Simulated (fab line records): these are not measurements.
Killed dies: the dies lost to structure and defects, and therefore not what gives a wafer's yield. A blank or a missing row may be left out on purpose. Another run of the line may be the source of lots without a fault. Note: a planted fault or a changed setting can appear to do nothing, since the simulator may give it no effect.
The same fault as seen by 2 desks    flow gf180mcu    what lay behind the numbers comes last; until then each desk has only its own

THE METROLOGY DESK
Means of the sampled wafers that have a number, per lot and without regard to the tool the lot ran on: this is what the gauges read. The brackets show how far a lot's mean lies from the usual mean; more than 4 standard deviations puts the lot out of limits, marked OUT.
Columns: A = POLY_GATE_CVD_00_THK at GF_POLY_GATE_THK_MEAS_01, usual 200.3 nm; B = M4_OVL at GF_M4_OVL_MEAS_15, usual 0 nm; C = MIM_ALCU_THK at GF_MIM_THK_MEAS_11, usual 198.0 nm
lot   first seen here  A                        B   C
L710  day 8 22:02      202.3                    -6  201.6
L711  day 8 23:26      201.3                    3   195.3
L712  day 9 04:52      392.8 (+99 or more) OUT  -   -
L713  day 9 12:47      396.2 (+99 or more) OUT  -   -
L714  day 9 16:16      394.7 (+99 or more) OUT  -   -
L722  day 12 05:55     199.3                    12  198.3
L723  day 12 10:40     198.2                    0   197.2
L724  day 12 16:29     197.0                    -2  196.1
L725  day 13 03:37     200.6                    -9  199.7
L726  day 13 05:11     201.6                    2   197.1
L727  day 13 14:39     199.1                    -1  202.0
L731  day 15 08:44     195.9                    6   195.5
L732  day 15 18:10     199.7                    4   196.4
This desk reports L712, L713, L714 out of limits; the earliest was L712 at day 9 04:52 (POLY_GATE_CVD_00_THK at GF_POLY_GATE_THK_MEAS_01). L710, L711, L722, L723, L724, L725, L726, L727, L731, L732: within limits.

THE TOOL OWNER'S DESK: lpcvd-01
The tool's own readings at GF_POLY_GATE_CVD_00 (deposits poly-Si, target thk 200 nm, time 1200 s): means of the sampled wafers that have a number, for each lot that ran on this tool. The brackets show how far a lot's mean lies from the usual mean; more than 4 standard deviations puts the lot out of limits, marked OUT.
Columns: A = spike_tc_bottom_C at GF_POLY_GATE_CVD_00, usual 640 C; B = spike_tc_centre_C at GF_POLY_GATE_CVD_00, usual 620.7 C; C = spike_tc_lower_C at GF_POLY_GATE_CVD_00, usual 619.8 C; D = spike_tc_top_C at GF_POLY_GATE_CVD_00, usual 637 C; E = spike_tc_upper_C at GF_POLY_GATE_CVD_00, usual 619.3 C; F = susceptor_temp_C at GF_POLY_GATE_CVD_00, usual 620.05 C; G = zone_power_bottom_pct at GF_POLY_GATE_CVD_00, usual 12.1 %
lot   first seen here  A              B                C                D              E                F                         G
L710  day 8 20:41      639            618.9            619.9            632            620.6            620.09                    12.3
L711  day 8 22:05      642            621.6            620.5            641            618.2            620.17                    12.1
L712  day 9 03:31      678 (+13) OUT  658.9 (+32) OUT  656.9 (+39) OUT  678 (+13) OUT  657.4 (+25) OUT  657.68 (+99 or more) OUT  13.8 (+4.9) OUT
L713  day 9 11:26      678 (+13) OUT  660.0 (+33) OUT  657.8 (+40) OUT  678 (+13) OUT  657.7 (+26) OUT  657.60 (+99 or more) OUT  13.6 (+4.5) OUT
L714  day 9 14:56      675 (+12) OUT  657.7 (+31) OUT  657.1 (+39) OUT  669 (+10) OUT  658.3 (+26) OUT  657.85 (+99 or more) OUT  13.9 (+5.2) OUT
L724  day 12 14:28     638            620.0            619.7            632            620.1            619.69                    12.4
L725  day 13 02:17     639            619.6            618.7            634            620.8            619.98                    12.4
L727  day 13 13:19     641            621.6            619.8            641            619.2            620.11                    12.1
L731  day 15 07:24     641            620.8            618.9            641            620.0            619.81                    12.1
This desk's finding: out of limits on L712, L713, L714; first on L712, day 9 03:31 (spike_tc_bottom_C at GF_POLY_GATE_CVD_00). L710, L711, L724, L725, L727, L731: within limits.

PUT TOGETHER
The tool owner's desk had the chance to raise an alarm at day 9 03:31 on L712, L713, L714.
An alarm was possible from the metrology desk at day 9 04:52, on L712, L713, L714.
All the named lots went through GF_POLY_GATE_CVD_00 on lpcvd-01.

WHAT THE SIMULATOR PUT IN
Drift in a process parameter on lpcvd-01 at GF_POLY_GATE_CVD_00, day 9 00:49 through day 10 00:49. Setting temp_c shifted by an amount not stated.
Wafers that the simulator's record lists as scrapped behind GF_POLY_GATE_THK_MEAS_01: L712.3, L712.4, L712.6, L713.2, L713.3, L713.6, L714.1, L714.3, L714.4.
Struck lots among those shown: L712, L713, L714.
Delay (hours) between the fault's onset and each desk's first out-of-limits reading: 3 at the tool owner's desk, 4 at the metrology desk.
